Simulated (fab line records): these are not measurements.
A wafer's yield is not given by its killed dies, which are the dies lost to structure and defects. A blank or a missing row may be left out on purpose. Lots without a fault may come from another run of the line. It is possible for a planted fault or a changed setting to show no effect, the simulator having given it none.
Comparing a struck lot with a sound one    flow gf180mcu    18 out of 602 route steps
Sound: these wafers, L627.3, L627.4, L627.6. Struck: wafers L634.2, L634.3, L634.6. At the end, the cause is stated.
Each step with rows lists, per side, the tool, then ch with its chambers, then its first start. Under that, the readings that differ: sound wafers    struck wafers    difference of the means    sigmas: that difference in standard deviations of wafers without a fault.
alike: readings whose means differ by less than 2 such deviations, and words and numbers that are the same on both sides. not compared: withheld readings, readings that some wafer has no value for, bounds like >300 that may hide the same value, and numbers for which the record gives no deviation and whose values overlap.
Wherever a step has rows on one side only, a row that says differs or no value, or a row with sigmas, the two part there. Numbers that don't overlap but have no deviation are shown without sigmas and don't part them. A reading that every wafer of one side lacks parts them only if that side has two wafers or more.

first, 2 steps without rows for these wafers: GF_VT_IMPLANT_PEB_05; GF_VT_IMPLANT_DEVELOP_06 (develop time 60 s).
GF_VT_IMPLANT_OVL_MEAS_07:
  sound on overlay-01 at day 8 06:37; struck on overlay-01 at day 10 00:51
  alike: VT_IMPLANT_OVL
then, 1 step without rows for these wafers: GF_VT_IMPLANT_IMPLANT_08.
GF_VT_IMPLANT_STRIP_09: strips in O2/N2.
  sound on plasma_asher-04 ch 0,1, day 8 06:49; struck on plasma_asher-01 ch 0,1, day 10 01:02
  alike: drypump_motor_current_A, heater_power_w, oes_product_au, platen_temp_c, strip_time_to_endpoint_s
  not compared: rf_hours_counter_h
GF_VT_IMPLANT_TW_MEAS_10:
  sound on film_metro-04 at day 8 06:54; struck on film_metro-03 at day 10 01:08
  alike: VT_IMPLANT_TW
then, 6 steps without rows for these wafers: GF_VT_IMPLANT_DEHYDRATE_11 (time 60 s); GF_VT_IMPLANT_HMDS_12 (prime time 60 s); GF_VT_IMPLANT_COAT_13 (resist thk 1000 nm); GF_VT_IMPLANT_SOFTBAKE_14 (time 60 s); GF_VT_IMPLANT_EXPOSE_15 (exposes mask Nwell LV AREA, target cd 860 nm); GF_VT_IMPLANT_PEB_16.
GF_VT_IMPLANT_DEVELOP_17: develop time 60 s.
  sound on litho_track-02 ch 0, day 8 23:24; struck on litho_track-02 ch 0, day 10 18:46
  alike: exhaust_pa, resist_line_temp_C
GF_VT_IMPLANT_OVL_MEAS_18:
  sound on overlay-02 at day 8 23:31; struck on overlay-01 at day 10 18:54
reading                 sound          struck  difference                     sigmas
VT_IMPLANT_01_OVL (nm)  0.5 -0.1 -0.4  - - -   no value on the struck wafers  
then, 1 step without rows for these wafers: GF_VT_IMPLANT_IMPLANT_19.
GF_VT_IMPLANT_STRIP_20: strips in O2/N2.
  sound on plasma_asher-01 ch 0,1, day 8 23:43; struck on plasma_asher-01 ch 0,1, day 10 19:05
  alike: drypump_motor_current_A, heater_power_w, oes_product_au, platen_temp_c, strip_time_to_endpoint_s
  not compared: rf_hours_counter_h
GF_VT_IMPLANT_TW_MEAS_21:
  sound on film_metro-03 at day 8 23:48; struck on film_metro-04 at day 10 19:12
reading          sound           struck    difference  sigmas
VT_IMPLANT_2_TW  1225 1212 1214  30 30 30  -1187       -99 or more
then, 1 step without rows for these wafers: GF_VT_IMPLANT_DEHYDRATE_22 (time 60 s).

## WHERE THEY PART
First at GF_VT_IMPLANT_OVL_MEAS_18; last, within this record, at GF_VT_IMPLANT_TW_MEAS_21.

WHY: whatever the simulator had introduced
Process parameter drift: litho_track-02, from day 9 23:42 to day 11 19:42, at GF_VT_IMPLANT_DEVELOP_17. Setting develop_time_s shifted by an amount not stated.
